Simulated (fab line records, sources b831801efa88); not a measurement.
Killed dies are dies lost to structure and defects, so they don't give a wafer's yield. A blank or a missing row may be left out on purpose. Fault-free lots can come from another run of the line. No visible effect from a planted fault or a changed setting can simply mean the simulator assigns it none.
fab line records + flow sky130
[record]
- lots = 6
- wafers = 18
- last-day = 50
route steps=708 shown POLY_GATE@236 LDD_N@237 PAD_OPEN@708
lots that met no fault: from a run of the same line without faults
start-h: the number of hours between the record's first day and the start of the first shown wafer of the lot + wait-h: time in hours since the lot's previous step + " as in the row above + L1.1+2: a row that stands for several wafers + - either no value or no given start + * or withheld: withheld + < > ~ a bound
route shown NAME@n: a module of which the file shows steps, and the number in the route of the first + usual: average and standard deviation across the fault-free wafers + same: alike in all rows + chamber/n: place in a boat + sites: the reading at each site + _std_site: how widely they spread, as a standard deviation + _edge_site: the outer-site mean with the inner-site mean subtracted + radius-mm: how far each site lies from the wafer's centre + mask NAME#n: copy n + behind: the tool/chamber that last shaped the wafer + hold: why the lot went on hold/how many hours it stayed there/how the hold came to an end + device: which transistor (n, p or np) failed to switch + end of line: at the end of the route, the tests of the same wafers + for a step that has no rows: nothing shown but its recipe + killed: dies lost to structure and defects at the first sort, not the wafer's yield + map: the dies of a wafer, with x for killed, . for not killed, _ for no die there
set.NAME: the setting as run; set.NAME@STEP: as run at that earlier step + model.NAME: the simulator's own value behind a step, which no gauge read
a table for each step, a row for each wafer; lots at some steps of the route
services: the hour from which a tool's chamber was out of use, counted from the record's first day as start-h (under 0 if before that day), plus the number of hours and why
[[steps]]
[step SKY_POLY_GATE_CD_MEAS_22]
[usual]
- cd-nm = 149.2/2.2
| lot.wafer | tool      | chamber | start-h | wait-h | cd-nm |
|-----------|-----------|---------|---------|--------|-------|
| L500.2    | cd-sem-01 | -       | 394.61  | 0.1    | 151.1 |
| L500.3    | "         | -       | "       | "      | 152.1 |
| L500.4    | "         | -       | "       | "      | 153.4 |
| L509.2    | cd-sem-01 | -       | 465.04  | 0.1    | 150.7 |
| L509.5    | "         | -       | "       | "      | 145.9 |
| L509.6    | "         | -       | "       | "      | 151.7 |
| L511.1    | cd-sem-02 | -       | 487.43  | 0.1    | 150.7 |
| L511.2    | "         | -       | "       | "      | 149.6 |
| L511.6    | "         | -       | "       | "      | 147.0 |
| L514.4    | cd-sem-01 | -       | 502.59  | 0.1    | 149.5 |
| L514.5    | "         | -       | "       | "      | 146.1 |
| L514.6    | "         | -       | "       | "      | 146.5 |
| L517.2    | cd-sem-02 | -       | 528.90  | 0.1    | 149.1 |
| L517.4    | "         | -       | "       | "      | 150.2 |
| L517.5    | "         | -       | "       | "      | 152.7 |
| L521.1    | cd-sem-01 | -       | 570.42  | 0.1    | 148.7 |
| L521.3    | "         | -       | "       | "      | 146.1 |
| L521.4    | "         | -       | "       | "      | 146.6 |
[step SKY_LDD_N_DEHYDRATE_00]
[recipe]
- temp-c = 200
- time-s = 60
[step SKY_LDD_N_HMDS_01]
[recipe]
- prime-time-s = 60
- prime-temp-c = 120
[step SKY_LDD_N_COAT_02]
[recipe]
- resist = NOVOLAK
- spin-rpm = 3000
- resist-thk-nm = 300
[step SKY_LDD_N_SOFTBAKE_03]
[recipe]
- temp-c = 90
- time-s = 60
- resist = NOVOLAK
[step SKY_LDD_N_EXPOSE_04]
[recipe]
- mask-id = NTM
- target-cd-nm = 840
- na = 0.6
- source-shape = conventional
- sigma-outer = 0.6
- dose-mj = 110
[step SKY_LDD_N_PEB_05]
[recipe]
- temp-c = withheld
- time-s = *
- resist = NOVOLAK
[step SKY_LDD_N_DEVELOP_06]
[recipe]
- develop-time-s = 60
- dev-temp-c = 23
[step SKY_LDD_N_OVL_MEAS_07]
[usual]
- LDD_N_OVL = -0.5/1.6
| lot.wafer | tool       | chamber | start-h | wait-h | LDD_N_OVL[nm] |
|-----------|------------|---------|---------|--------|---------------|
| L500.2    | overlay-02 | -       | 424.28  | 0.1    | 1.2           |
| L500.3    | "          | -       | "       | "      | 0.4           |
| L500.4    | "          | -       | "       | "      | -0.8          |
| L509.2    | overlay-01 | -       | 495.43  | 0.1    | 0.6           |
| L509.5    | "          | -       | "       | "      | 2.4           |
| L509.6    | "          | -       | "       | "      | 1.4           |
| L511.1    | overlay-01 | -       | 518.37  | 0.1    | -1.8          |
| L511.2    | "          | -       | "       | "      | -2.3          |
| L511.6    | "          | -       | "       | "      | -0.2          |
| L514.4    | overlay-02 | -       | 532.59  | 0.1    | -1.4          |
| L514.5    | "          | -       | "       | "      | -3.7          |
| L514.6    | "          | -       | "       | "      | -2.4          |
| L517.2    | overlay-01 | -       | 558.56  | 0.1    | 1.3           |
| L517.4    | "          | -       | "       | "      | 1.0           |
| L517.5    | "          | -       | "       | "      | 1.5           |
| L521.1    | overlay-01 | -       | 599.42  | 0.1    | -0.1          |
| L521.3    | "          | -       | "       | "      | -1.6          |
| L521.4    | "          | -       | "       | "      | -2.2          |
[step SKY_LDD_N_IMPLANT_08]
[recipe]
- species = As
- energy-kev = 20
- dose-cm2 = 7.5e+13
- tilt-deg = withheld
- rotation-deg = 23
[step SKY_LDD_N_IMPLANT_09]
[recipe]
- species = As
- energy-kev = 20
- dose-cm2 = 7.5e+13
- tilt-deg = withheld
- rotation-deg = 113
[step SKY_LDD_N_IMPLANT_10]
[recipe]
- species = As
- energy-kev = 20
- dose-cm2 = 7.5e+13
- tilt-deg = withheld
- rotation-deg = 203
[step SKY_LDD_N_IMPLANT_11]
[recipe]
- species = As
- energy-kev = 20
- dose-cm2 = 7.5e+13
- tilt-deg = withheld
- rotation-deg = 293
[usual]
- beam-energy-keV = 20.000/0.0061
- end-station-pressure-torr = 5.33e-06/2.6e-07
- faraday-current-uA = 423/8.7
- rotation-deg = 293.00/0.05
| lot.wafer | tool         | chamber | start-h | wait-h | beam-energy-keV | end-station-pressure-torr | faraday-current-uA | rotation-deg | model.implant.drp-nm |
|-----------|--------------|---------|---------|--------|-----------------|---------------------------|--------------------|--------------|----------------------|
| L500.2    | implanter-03 | 0       | 424.78  | 0.1    | 19.999          | 5.39e-06                  | 437                | 292.99       | 7.212                |
| L500.3    | "            | 0       | "       | "      | 19.995          | 5.55e-06                  | 409                | 293.01       | 7.212                |
| L500.4    | "            | 0       | "       | "      | 20.000          | 5.23e-06                  | 418                | 293.02       | 7.212                |
| L509.2    | implanter-01 | 0       | 495.94  | 0.1    | 20.407          | 4.71e-06                  | 421                | 293.02       | 7.312                |
| L509.5    | "            | 0       | "       | "      | 20.400          | 5.25e-06                  | 419                | 292.97       | 7.312                |
| L509.6    | "            | 0       | "       | "      | 20.393          | 5.42e-06                  | 426                | 293.05       | 7.312                |
| L511.1    | implanter-01 | 0       | 518.86  | 0.1    | 20.396          | 5.6e-06                   | 431                | 293.05       | 7.312                |
| L511.2    | "            | 0       | "       | "      | 20.413          | 5.22e-06                  | 423                | 293.01       | 7.312                |
| L511.6    | "            | 0       | "       | "      | 20.408          | 5.43e-06                  | 418                | 292.99       | 7.312                |
| L514.4    | implanter-02 | 0       | 533.14  | 0.1    | 20.002          | 5.44e-06                  | 413                | 292.99       | 7.212                |
| L514.5    | "            | 0       | "       | "      | 19.990          | 4.97e-06                  | 425                | 293.05       | 7.212                |
| L514.6    | "            | 0       | "       | "      | 19.998          | 5.19e-06                  | 430                | 292.97       | 7.212                |
| L517.2    | implanter-02 | 0       | 559.06  | 0.1    | 19.993          | 5.34e-06                  | 429                | 292.98       | 7.212                |
| L517.4    | "            | 0       | "       | "      | 19.991          | 5.55e-06                  | 411                | 293.02       | 7.212                |
| L517.5    | "            | 0       | "       | "      | 20.000          | 5.56e-06                  | 430                | 292.96       | 7.212                |
| L521.1    | implanter-01 | 0       | 599.91  | 0.1    | 19.999          | 5.49e-06                  | 417                | 293.02       | 7.212                |
| L521.3    | "            | 0       | "       | "      | 20.005          | 5.14e-06                  | 428                | 292.99       | 7.212                |
| L521.4    | "            | 0       | "       | "      | 20.005          | 5.73e-06                  | 418                | 292.99       | 7.212                |
[step SKY_LDD_N_IMPLANT_12]
[recipe]
- species = BF2
- energy-kev = 50
- dose-cm2 = 5e+12
- tilt-deg = 30
- rotation-deg = 0
[step SKY_PAD_OPEN_PROBE_99]
[usual]
- killed_at_M0_to_M3 = 44/7.3
- killed_at_M4_up = 3.5/1.8
- killed-at-contacts = 24/5.8
- killed-at-front-end = 16/4.3
- killed-at-other = 0.5/0.68
- killed-dies = 88/9.4
- killed-open = 48/6.8
- killed-short = 40/6.1
[same]
- gross-dies = 492
- killed-at-back-side = 0
| lot.wafer | tool      | chamber | start-h | wait-h | killed_at_M0_to_M3 | killed_at_M4_up | killed-at-contacts | killed-at-front-end | killed-at-other | killed-dies | killed-open | killed-short |
|-----------|-----------|---------|---------|--------|--------------------|-----------------|--------------------|---------------------|-----------------|-------------|-------------|--------------|
| L509.2    | prober-02 | -       | 1142.30 | 0.1    | 45                 | 2               | 24                 | 12                  | 0               | 83          | 40          | 43           |
| L509.5    | prober-02 | -       | 1142.45 | 0.2    | 45                 | 5               | 27                 | 18                  | 0               | 95          | 57          | 38           |
| L509.6    | prober-02 | -       | 1142.50 | 0.2    | 54                 | 4               | 24                 | 12                  | 1               | 95          | 49          | 46           |
| L511.1    | prober-01 | -       | 1155.25 | 0.1    | 48                 | 3               | 29                 | 24                  | 0               | 104         | 62          | 39           |
| L511.2    | prober-01 | -       | 1155.30 | 0.1    | 49                 | 4               | 29                 | 22                  | 0               | 104         | 54          | 49           |
| L511.6    | prober-01 | -       | 1155.50 | 0.2    | 44                 | 2               | 31                 | 18                  | 1               | 96          | 51          | 44           |
// killed by level:class
L509.2 VIA1:geometric-particle:open=10 CONTACT:geometric-particle:open=7 METAL1:geometric-particle:short=7 LI_CONTACT:geometric-particle:open=6 CONTACT:geometric-particle:short=6 VIA1:geometric-particle:short=6 METAL2:geometric-particle:short=5 VIA3:geometric-particle:open=5
L509.5 VIA1:geometric-particle:open=13 CONTACT:geometric-particle:open=11 CONTACT:geometric-particle:short=7 FIELD_ISO:geometric-particle:open=6 LI_CONTACT:geometric-particle:open=6 VIA1:geometric-particle:short=6 METAL2:geometric-particle:short=6 POLY_GATE:geometric-particle:open=4
L509.6 VIA1:geometric-particle:open=15 METAL1:geometric-particle:short=11 CONTACT:geometric-particle:open=7 METAL2:geometric-particle:short=7 LI_CONTACT:geometric-particle:open=6 VIA1:geometric-particle:short=6 LOCAL_INTERCONNECT:geometric-particle:short=4 VIA2:geometric-particle:short=4
L511.1 VIA3:geometric-particle:open=12 VIA1:geometric-particle:open=12 CONTACT:geometric-particle:open=10 METAL1:geometric-particle:short=7 LI_CONTACT:geometric-particle:open=6 CONTACT:geometric-particle:short=6 FIELD_ISO:geometric-particle:open=5 FIELD_ISO:geometric-particle:short=4
L511.2 CONTACT:geometric-particle:open=12 VIA3:geometric-particle:open=10 VIA2:geometric-particle:open=8 LI_CONTACT:geometric-particle:open=7 METAL1:geometric-particle:short=6 METAL3:geometric-particle:short=6 FIELD_ISO:geometric-particle:open=5 METAL2:geometric-particle:short=5
L511.6 VIA1:geometric-particle:open=13 LI_CONTACT:geometric-particle:open=10 CONTACT:geometric-particle:open=9 VIA3:geometric-particle:open=6 CONTACT:geometric-particle:short=5 FIELD_ISO:geometric-particle:short=4 POLY_GATE:geometric-particle:open=4 LI_CONTACT:geometric-particle:short=4
[[services]]
| tool         | chamber | start-h | hours | kind   |
|--------------|---------|---------|-------|--------|
| implanter-01 | -       | 404.28  | 1.6   | repair |
| implanter-01 | -       | 439.28  | 5.4   | repair |
| implanter-02 | -       | 446.11  | 1.1   | repair |
| implanter-01 | -       | 450.88  | 10.0  | repair |
| implanter-02 | -       | 473.37  | 4.7   | repair |
| implanter-02 | -       | 478.30  | 2.0   | repair |
| implanter-02 | -       | 550.75  | 3.8   | pm     |
| implanter-03 | -       | 555.33  | 5.8   | pm     |
| implanter-02 | -       | 556.28  | 1.0   | repair |
| implanter-02 | -       | 580.55  | 14.0  | repair |
| implanter-02 | -       | 593.33  | 1.8   | repair |
[[key]]
[first-sign]
- step = SKY_LDD_N_IMPLANT_11
- reading = beam-energy-keV
- direction = up
- sigmas = 65
- usual = *
- struck = *
effect none on later readings
[model-effect]
- step = SKY_LDD_N_IMPLANT_11
- value = implant.drp-nm
- without = 7.212
- struck = 7.312
met-at SKY_LDD_N_IMPLANT_11
struck-wafers L509.2,L509.5,L509.6,L511.1,L511.2,L511.6
tester-left-out L509,L511
[fault]
- kind = process-parameter-drift
- tool = implanter-01
- chamber = -
- onset-h = 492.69
- steps = SKY_LDD_N_IMPLANT_11
- channel = energy-kev
- offset = *
- shape = step
- end-h = 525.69
- acts-in = *
- stated = *
// tester-left-out: of these lots the tester's yield and bins aren't shown, on N5 and GAA mostly nor the transistor test; their killed dies are dies lost to structure and defects alone, not to doping, threshold or leakage, so they don't give the yield
